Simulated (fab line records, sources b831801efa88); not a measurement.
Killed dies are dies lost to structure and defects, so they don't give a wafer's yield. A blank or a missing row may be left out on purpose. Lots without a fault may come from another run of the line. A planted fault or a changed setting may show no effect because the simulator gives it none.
fab line records | flow sky130
record lots=7 wafers=19 last_day=50
route steps=708 shown METAL1@446 VIA1@458 PAD_OPEN@708
lots that met no fault: from a run of the same line without faults
start_h: hours from the record's first day to the start of the lot's first wafer shown | wait_h: hours since the lot's step before | " the same as in the row above | L1.1+2: a row that stands for several wafers | - no value, or no start given | * or withheld: withheld | < > ~ a bound
route shown NAME@n: a module of which the file shows steps, and the number in the route of the first | usual: mean/standard deviation of fault-free wafers | same: alike in all rows | chamber/n: place in a boat | sites: the reading at each site | _std_site: their standard deviation | _edge_site: outer sites' mean less inner sites' | radius_mm: how far each site lies from the wafer's centre | mask NAME#n: copy n | behind: the tool/chamber that last shaped the wafer | hold: why the lot was held/for how many hours/how that ended | device: the transistor (n, p or np) that didn't switch | end of line: the same wafers' tests at the end of the route | a step without rows: its recipe alone | killed: dies lost to structure and defects at the first sort, not the wafer's yield | map: a wafer's dies, x killed, . not, _ none there
set.NAME: the setting as run; set.NAME@STEP: as run at that earlier step | model.NAME: the simulator's own value behind a step, which no gauge read
lots at some steps of the route; a table a step, a row a wafer
services: from which hour (start_h, from the record's first day; less than 0 if before it) a tool's chamber was out of use, for how many hours, and why
## steps
# step SKY_METAL1_EXPOSE_12
# recipe mask_id=MM1 na=0.8 source_shape=annular sigma_inner=0.55 sigma_outer=0.85 target_cd_nm=140 dose_mj=28
# step SKY_METAL1_PEB_13
# recipe peb_temp_c=withheld peb_time_s=withheld resist=KrF-thick
# step SKY_METAL1_DEVELOP_14
# recipe develop_time_s=60 resist=KrF-thick dev_temp_c=21
# step SKY_METAL1_CD_MEAS_15
# recipe target_cd_nm=140
# usual cd_nm=140.0/1.4
# columns lot.wafer tool chamber start_h wait_h cd_nm
L980.1 cd_sem-02 - 801.67 - 142.2
L980.5 " - " " 142.5
L980.6 " - " " 142.0
L983.1 cd_sem-02 - 820.96 - 139.6
L983.3 " - " " 142.1
L983.4 " - " " 140.1
L986.2 cd_sem-02 - 828.18 - 138.4
L986.3 " - " " 139.1
L987.3 cd_sem-02 - 839.50 - 140.6
L987.6 " - " " 140.3
L998.2 cd_sem-02 - 912.23 - 139.5
L998.4 " - " " 140.3
L998.5 " - " " 140.0
L101.1 cd_sem-01 - 921.57 - 137.8
L101.2 " - " " 138.5
L101.3 " - " " 138.3
L100.2 cd_sem-01 - 928.13 - 140.9
L100.3 " - " " 140.1
L100.4 " - " " 140.4
# step SKY_METAL1_OVL_MEAS_16
# usual METAL1_OVL=-2/5.8
# columns lot.wafer tool chamber start_h wait_h METAL1_OVL[nm]
L980.1 overlay-02 - 801.79 0.1 0
L980.5 " - " " 0
L980.6 " - " " -7
L983.1 overlay-02 - 821.08 0.1 -1
L983.3 " - " " -2
L983.4 " - " " -4
L986.2 overlay-01 - 828.29 0.1 -1
L986.3 " - " " 3
L987.3 overlay-01 - 839.59 0.1 -5
L987.6 " - " " 4
L998.2 overlay-01 - 912.33 0.1 1
L998.4 " - " " -3
L998.5 " - " " 3
L101.1 overlay-01 - 921.69 0.1 -9
L101.2 " - " " -7
L101.3 " - " " -13
L100.2 overlay-02 - 928.23 0.1 -8
L100.3 " - " " -1
L100.4 " - " " -13
# step SKY_METAL1_DESCUM_17
# recipe chemistry=O2 source_power_w=150 bias_power_w=0 pressure_mtorr=10 temp_c=40 time_s=8
# usual drypump_motor_current_A=5.8/0.55 oes_product_au=0.994/0.007
# columns lot.wafer tool chamber start_h wait_h drypump_motor_current_A oes_product_au rf_hours_counter_h
L980.1 rie_metal-02 1 801.82 0.0 6.0 0.991 3
L980.5 " 0 " " 5.1 0.998 -
L980.6 " 1 " " 6.0 0.996 -
L983.1 rie_metal-04 1 821.11 0.0 5.4 0.993 6
L983.3 " 1 " " 5.4 0.983 -
L983.4 " 0 " " 6.5 0.985 -
L986.2 rie_metal-04 1 828.32 0.0 5.4 1.000 7
L986.3 " 1 " " 5.4 1.001 -
L987.3 rie_metal-02 1 839.62 0.0 6.0 1.003 -
L987.6 " 0 " " 5.1 0.995 -
L998.2 rie_metal-02 1 912.36 0.0 6.0 1.004 8
L998.4 " 1 " " 6.0 0.991 -
L998.5 " 0 " " 5.1 0.990 -
L101.1 rie_metal-04 1 921.73 0.0 5.4 1.004 11
L101.2 " 0 " " 6.5 0.982 13
L101.3 " 1 " " 5.4 1.005 -
L100.2 rie_metal-03 0 928.26 0.0 6.4 1.003 8
L100.3 " 0 " " 6.5 0.990 -
L100.4 " 1 " " 5.1 1.003 -
# step SKY_METAL1_ETCH_18
# recipe chemistry=N2/H2 target=BARC ion_energy_ev=200 bias_w=100 pressure_mtorr=30 n2_flow_sccm=100 h2_flow_sccm=200 icp_w=500 stop_on=SiO2 time_s=45.9 target_depth_a=600
# usual drypump_motor_current_A=5.8/0.55 oes_product_au=0.855/0.0047 throttle_valve_pct=13.225/0.0096
# columns lot.wafer tool chamber start_h wait_h drypump_motor_current_A oes_product_au rf_hours_counter_h throttle_valve_pct
L980.1 rie_metal-02 1 801.86 0.0 6.0 0.845 3 13.230
L980.5 " 0 " " 5.1 0.855 - 13.207
L980.6 " 1 " " 6.0 0.856 - 13.237
L983.1 rie_metal-04 1 821.15 0.0 5.4 0.852 6 13.234
L983.3 " 1 " " 5.4 0.861 - 13.208
L983.4 " 0 " " 6.6 0.864 - 13.226
L986.2 rie_metal-04 1 828.36 0.0 5.4 0.861 7 13.231
L986.3 " 1 " " 5.4 0.859 - 13.194
L987.3 rie_metal-02 1 839.67 0.0 6.0 0.851 - 13.225
L987.6 " 0 " " 5.1 0.861 - 13.220
L998.2 rie_metal-02 1 912.39 0.0 6.0 0.852 8 13.210
L998.4 " 1 " " 6.0 0.844 - 13.227
L998.5 " 0 " " 5.1 0.849 - 13.231
L101.1 rie_metal-04 1 921.76 0.0 5.4 0.847 11 13.230
L101.2 " 0 " " 6.6 0.863 13 13.227
L101.3 " 1 " " 5.4 0.855 - 13.222
L100.2 rie_metal-03 0 928.29 0.0 6.4 0.842 8 13.227
L100.3 " 0 " " 6.4 0.856 - 13.222
L100.4 " 1 " " 5.1 0.861 - 13.242
# step SKY_METAL1_METAL_ETCH_19
# recipe target_depth_a=3600 stop_on=SiO2 over_etch_frac=0.3 time_s=78 chemistry=Cl2/BCl3 resist_sidewall_deg=88 pressure_mtorr=10 icp_w=900 bias_w=48.5 Cl2_flow_sccm=60 bcl3_flow_sccm=30
# usual drypump_motor_current_A=5.8/0.54 oes_product_au=0.856/0.0059 throttle_valve_pct=22.265/0.009
# columns lot.wafer tool chamber start_h wait_h drypump_motor_current_A oes_product_au rf_hours_counter_h throttle_valve_pct
L980.1 rie_metal-02 1 801.92 0.0 6.0 0.845 3 22.262
L980.5 " 0 " " 5.1 0.852 - 22.255
L980.6 " 1 " " 6.0 0.858 - 22.260
L983.1 rie_metal-04 1 821.24 0.1 5.4 0.851 7 22.254
L983.3 " 1 " " 5.4 0.849 - 22.260
L983.4 " 0 " " 6.6 0.853 - 22.267
L986.2 rie_metal-04 1 828.45 0.1 5.5 0.861 7 22.273
L986.3 " 1 " " 5.4 0.852 - 22.252
L987.3 rie_metal-02 1 839.74 0.1 6.0 0.857 - 22.258
L987.6 " 0 " " 5.1 0.852 - 22.269
L998.2 rie_metal-02 1 912.46 0.0 6.0 0.869 8 22.258
L998.4 " 1 " " 6.0 0.856 - 22.282
L998.5 " 0 " " 5.1 0.860 - 22.255
L101.1 rie_metal-04 1 921.82 0.0 5.4 0.859 11 22.272
L101.2 " 0 " " 6.5 0.857 13 22.273
L101.3 " 1 " " 5.4 0.857 - 22.263
L100.2 rie_metal-03 0 928.36 0.0 6.5 0.864 8 22.260
L100.3 " 0 " " 6.5 0.852 - 22.269
L100.4 " 1 " " 5.1 0.848 - 22.262
# step SKY_METAL1_STRIP_20
# recipe chemistry=O2/N2 power_w=1400 pressure_mtorr=1500 platen_temp_c=withheld o2_flow_sccm=3000 n2_flow_sccm=300 overash_fraction=0.5
# usual drypump_motor_current_A=5.8/0.55 oes_product_au=0.344/0.0047 strip_time_to_endpoint_s=2.720/0.027
# columns lot.wafer tool chamber start_h wait_h drypump_motor_current_A oes_product_au rf_hours_counter_h strip_time_to_endpoint_s
L980.1 plasma_asher-03 0 802.01 0.1 6.2 0.338 6 2.724
L980.5 " 1 " " 5.6 0.336 - 2.681
L980.6 " 0 " " 6.2 0.342 - 2.715
L983.1 plasma_asher-02 1 821.36 0.1 5.7 0.348 70 2.704
L983.3 " 1 " " 5.7 0.341 - 2.725
L983.4 " 0 " " 6.6 0.341 - 2.781
L986.2 plasma_asher-03 1 828.57 0.1 5.6 0.338 8 2.683
L986.3 " 1 " " 5.6 0.344 - 2.729
L987.3 plasma_asher-01 1 839.83 0.1 4.9 0.340 - 2.737
L987.6 " 1 " " 4.9 0.350 - 2.711
L998.2 plasma_asher-02 0 912.55 0.1 6.7 0.347 77 2.682
L998.4 " 0 " " 6.7 0.341 - 2.742
L998.5 " 0 " " 6.6 0.335 - 2.686
L101.1 plasma_asher-03 0 921.91 0.1 6.2 0.340 18 2.731
L101.2 " 1 " " 5.5 0.347 18 2.743
L101.3 " 1 " " 5.5 0.348 - 2.678
L100.2 plasma_asher-02 0 928.45 0.1 6.6 0.346 79 2.732
L100.3 " 1 " " 5.7 0.343 - 2.715
L100.4 " 0 " " 6.7 0.338 - 2.715
# step SKY_METAL1_STRIP_21
# recipe chemistry=post_etch_residue_remover time_s=1200 temp_c=72.5
# step SKY_METAL1_CLEAN_22
# recipe chemistry=IPA time_s=180 temp_c=25
# step SKY_METAL1_CLEAN_23
# recipe chemistry=O3/DIW dry=n2_spin
# step SKY_VIA1_HDPCVD_00
# recipe material=SiO2 target_thk_nm=1030 sigma_open_frac=0.3 time_s=171.7 temp_c=400 sih4_flow_sccm=60 pressure_mtorr=6
# usual pressure_mtorr=6.002/0.013
# columns lot.wafer tool chamber start_h wait_h pressure_mtorr model.SiO2_of_VIA1_HDPCVD_00.thk_nm
L980.1 hdpcvd-01 1 802.60 0.0 6.017 1011
L980.5 " 1 " " 6.027 1014
L980.6 " 2 " " 6.003 1027
L983.1 hdpcvd-02 0 821.96 0.0 6.008 662.7
L983.3 " 2 " " 5.984 633.3
L983.4 " 0 " " 6.007 1030
L986.2 hdpcvd-02 1 829.20 0.0 5.994 1043
L986.3 " 0 " " 5.988 659
L987.3 hdpcvd-02 0 840.45 0.1 6.011 636.6
L987.6 " 0 " " 6.012 1015
L998.2 hdpcvd-02 2 913.17 0.0 5.998 1038
L998.4 " 0 " " 6.026 1039
L998.5 " 2 " " 5.992 1028
L101.1 hdpcvd-01 2 922.50 0.0 5.991 1038
L101.2 " 1 " " 6.024 1023
L101.3 " 0 " " 6.000 1033
L100.2 hdpcvd-01 0 929.08 0.0 6.001 1032
L100.3 " 2 " " 6.021 1029
L100.4 " 1 " " 5.998 1019
# step SKY_VIA1_THK_MEAS_01
# recipe reads=SiO2_of_VIA1_HDPCVD_00
# usual VIA1_HDPCVD_THK=1031/11
# columns lot.wafer tool chamber start_h wait_h VIA1_HDPCVD_THK[nm]
L980.1 film_metro-01 - 802.71 0.1 1011
L980.5 " - " " 1015
L980.6 " - " " 1027
L983.1 film_metro-01 - 822.08 0.1 663
L983.3 " - " " 633
L983.4 " - " " 1029
L986.2 film_metro-03 - 829.32 0.1 1042
L986.3 " - " " 659
L987.3 film_metro-02 - 840.58 0.1 637
L987.6 " - " " 1015
L998.2 film_metro-03 - 913.29 0.1 1039
L998.4 " - " " 1038
L998.5 " - " " 1028
L101.1 film_metro-01 - 922.61 0.1 1038
L101.2 " - " " 1023
L101.3 " - " " 1032
L100.2 film_metro-03 - 929.20 0.1 1032
L100.3 " - " " 1030
L100.4 " - " " 1018
# step SKY_VIA1_CMP_02
# recipe material=SiO2 down_force_psi=4 platen_rpm=60 pad_velocity_m_s=0.94248
# usual motor_current_A=12.0/1.5
# columns lot.wafer tool chamber start_h wait_h motor_current_A
L980.1 cmp-01 3 802.92 0.2 14.8
L980.5 " 0 " " 10.3
L980.6 " 1 " " 14.3
L983.1 cmp-02 0 822.14 0.1 11.2
L983.3 " 2 " " 9.9
L983.4 " 3 " " 12.0
L986.2 cmp-01 0 829.42 0.1 10.2
L986.3 " 1 " " 13.6
L987.3 cmp-01 0 840.74 0.1 10.2
L987.6 " 0 " " 10.2
L998.2 cmp-01 3 913.34 0.0 13.9
L998.4 " 0 " " 10.1
L998.5 " 3 " " 14.6
L101.3 cmp-01 2 922.67 0.0 12.4
L101.1 " 0 " " 10.3
L101.2 " 1 " " 13.2
L100.2 cmp-02 3 929.25 0.0 12.4
L100.3 " 0 " " 11.1
L100.4 " 1 " " 10.9
# step SKY_PAD_OPEN_PROBE_99
# columns lot.wafer tool chamber start_h wait_h model.etest.met2_comb.leak_log10_a_um
L980.1 prober-01 - 1104.73 0.1 -11.78
L980.5 prober-01 - 1104.93 0.2 -11.98
L980.6 prober-01 - 1104.98 0.2 -11.99
L983.1 prober-02 - 1118.09 0.1 -11.65
L983.3 prober-02 - 1118.19 0.2 -11.3
L983.4 prober-02 - 1118.24 0.2 -12
L986.2 prober-01 - 1125.68 0.1 -12.01
L986.3 prober-01 - 1125.73 0.2 -11.74
L987.3 prober-02 - 1133.93 0.2 -10.93
L987.6 prober-02 - 1134.08 0.2 -11.9
L998.2 prober-01 - 1184.02 0.1 -11.85
L998.4 prober-01 - 1184.12 0.2 -11.92
L998.5 prober-01 - 1184.17 0.2 -11.93
L101.1 prober-02 - 1190.29 0.1 -11.93
L101.2 prober-02 - 1190.34 0.1 -12.04
L101.3 prober-02 - 1190.39 0.2 -12.08
L100.2 prober-01 - 1192.69 0.1 -11.87
L100.3 prober-01 - 1192.74 0.2 -11.85
L100.4 prober-01 - 1192.79 0.2 -12.03
# killed by level:class
L980.1 LI_CONTACT:geometric_particle:open=12 VIA1:geometric_particle:open=11 CONTACT:geometric_particle:short=9 FIELD_ISO:geometric_particle:short=7 CONTACT:geometric_particle:open=6 VIA2:geometric_particle:open=6 VIA3:geometric_particle:open=6 FIELD_ISO:geometric_particle:open=5
L980.5 VIA1:geometric_particle:open=11 CONTACT:geometric_particle:open=9 METAL1:geometric_particle:short=9 VIA2:geometric_particle:open=7 VIA3:geometric_particle:open=7 METAL2:geometric_particle:short=5 LI_CONTACT:geometric_particle:open=4 METAL1:geometric_particle:open=4
L980.6 VIA3:geometric_particle:open=9 CONTACT:geometric_particle:open=8 FIELD_ISO:geometric_particle:short=7 VIA1:geometric_particle:open=7 VIA2:geometric_particle:open=7 FIELD_ISO:geometric_particle:open=6 LOCAL_INTERCONNECT:geometric_particle:short=5 VIA1:geometric_particle:short=5
L998.2 CONTACT:geometric_particle:open=20 VIA1:geometric_particle:open=11 FIELD_ISO:geometric_particle:open=7 VIA3:geometric_particle:open=6 LI_CONTACT:geometric_particle:open=6 VIA2:geometric_particle:open=6 CONTACT:geometric_particle:short=5 POLY_GATE:geometric_particle:open=4
L998.4 CONTACT:geometric_particle:open=18 VIA1:geometric_particle:open=8 VIA2:geometric_particle:open=8 LI_CONTACT:geometric_particle:open=5 VIA3:geometric_particle:open=5 FIELD_ISO:geometric_particle:short=4 LOCAL_INTERCONNECT:geometric_particle:short=4 CONTACT:geometric_particle:short=4
L998.5 VIA1:geometric_particle:open=10 CONTACT:geometric_particle:open=9 FIELD_ISO:geometric_particle:open=7 LI_CONTACT:geometric_particle:open=6 VIA1:geometric_particle:short=6 VIA3:geometric_particle:open=6 METAL1:geometric_particle:open=5 VIA2:geometric_particle:open=5
L101.1 VIA3:geometric_particle:open=11 CONTACT:geometric_particle:open=11 VIA1:geometric_particle:open=8 VIA2:geometric_particle:open=6 VIA1:geometric_particle:short=6 LOCAL_INTERCONNECT:geometric_particle:short=5 METAL3:geometric_particle:short=5 METAL2:geometric_particle:short=5
L101.2 VIA1:geometric_particle:open=11 VIA1:geometric_particle:short=8 METAL2:geometric_particle:short=8 CONTACT:geometric_particle:open=8 LI_CONTACT:geometric_particle:open=6 VIA2:geometric_particle:open=6 CONTACT:geometric_particle:short=5 VIA3:geometric_particle:open=5
L101.3 CONTACT:geometric_particle:open=12 VIA1:geometric_particle:open=12 VIA2:geometric_particle:open=11 METAL1:geometric_particle:short=6 VIA1:geometric_particle:short=6 METAL4:geometric_particle:short=6 FIELD_ISO:geometric_particle:open=5 METAL3:geometric_particle:short=5
L100.2 CONTACT:geometric_particle:open=14 VIA1:geometric_particle:open=9 VIA2:geometric_particle:open=8 FIELD_ISO:geometric_particle:short=5 CONTACT:geometric_particle:short=5 METAL2:geometric_particle:short=5 VIA3:geometric_particle:open=5 LI_CONTACT:geometric_particle:open=4
L100.3 VIA1:geometric_particle:open=10 POLY_GATE:geometric_particle:open=7 CONTACT:geometric_particle:open=7 VIA1:geometric_particle:short=5 VIA3:geometric_particle:open=5 FIELD_ISO:geometric_particle:open=4 LI_CONTACT:geometric_particle:open=3 LOCAL_INTERCONNECT:geometric_particle:short=3
L100.4 CONTACT:geometric_particle:open=16 VIA1:geometric_particle:open=10 LI_CONTACT:geometric_particle:open=6 VIA3:geometric_particle:open=5 CONTACT:geometric_particle:short=4 METAL2:geometric_particle:short=4 VIA2:geometric_particle:open=4 METAL3:geometric_particle:short=4
## services
# columns tool chamber start_h hours kind
cmp-01 - 785.61 3.7 pm
plasma_asher-01 - 787.57 2.8 pm
plasma_asher-03 - 808.35 2.8 pm
hdpcvd-01 0 811.99 4.4 repair
rie_metal-02 1 815.48 4.7 repair
rie_metal-03 1 825.46 7.6 repair
plasma_asher-02 - 826.96 14.6 pm
hdpcvd-02 1 835.63 21.9 repair
rie_metal-04 - 843.76 1.0 repair
rie_metal-02 0 848.34 - clean
rie_metal-02 0 848.34 26.3 scheduled_down
rie_metal-02 0 848.34 26.3 vent_cycle
cmp-01 - 852.76 5.4 repair
plasma_asher-03 - 860.22 2.6 repair
hdpcvd-02 - 866.34 0.6 repair
rie_metal-03 - 891.95 1.4 pm
cmp-01 - 901.82 6.2 repair
cmp-02 - 909.82 2.7 repair
cmp-02 - 911.93 0.3 repair
cmp-02 - 912.56 4.0 pm
cmp-02 - 916.56 - consumable_replace:conditioner
cmp-02 - 916.56 - consumable_replace:pad
## key
first_sign step=SKY_VIA1_THK_MEAS_01 reading=VIA1_HDPCVD_THK direction=down sigmas=36 usual=1031 struck=648
effect none on later readings
model_effect step=SKY_VIA1_HDPCVD_00 value=SiO2_of_VIA1_HDPCVD_00.thk_nm without=1030 struck=647.9
model_effect step=SKY_PAD_OPEN_PROBE_99 value=etest.met2_comb.leak_log10_a_um without=-11.96 struck=-11.4
met_at SKY_VIA1_HDPCVD_00
struck_wafers L983.1,L983.3,L986.3,L987.3
sort_left_out L983.1,L983.3,L986.3,L987.3
fault kind=process_parameter_drift tool=hdpcvd-02 chamber=- onset_h=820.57 steps=SKY_VIA1_HDPCVD_00 channel=target_thk_nm offset=-382.11 shape=step end_h=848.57 scope=struck_wafers_only acts_in=these_recipes_only stated=1030
# sort_left_out: the simulated sort isn't trusted on such a fault, so these wafers' sort isn't shown, and their yield isn't known
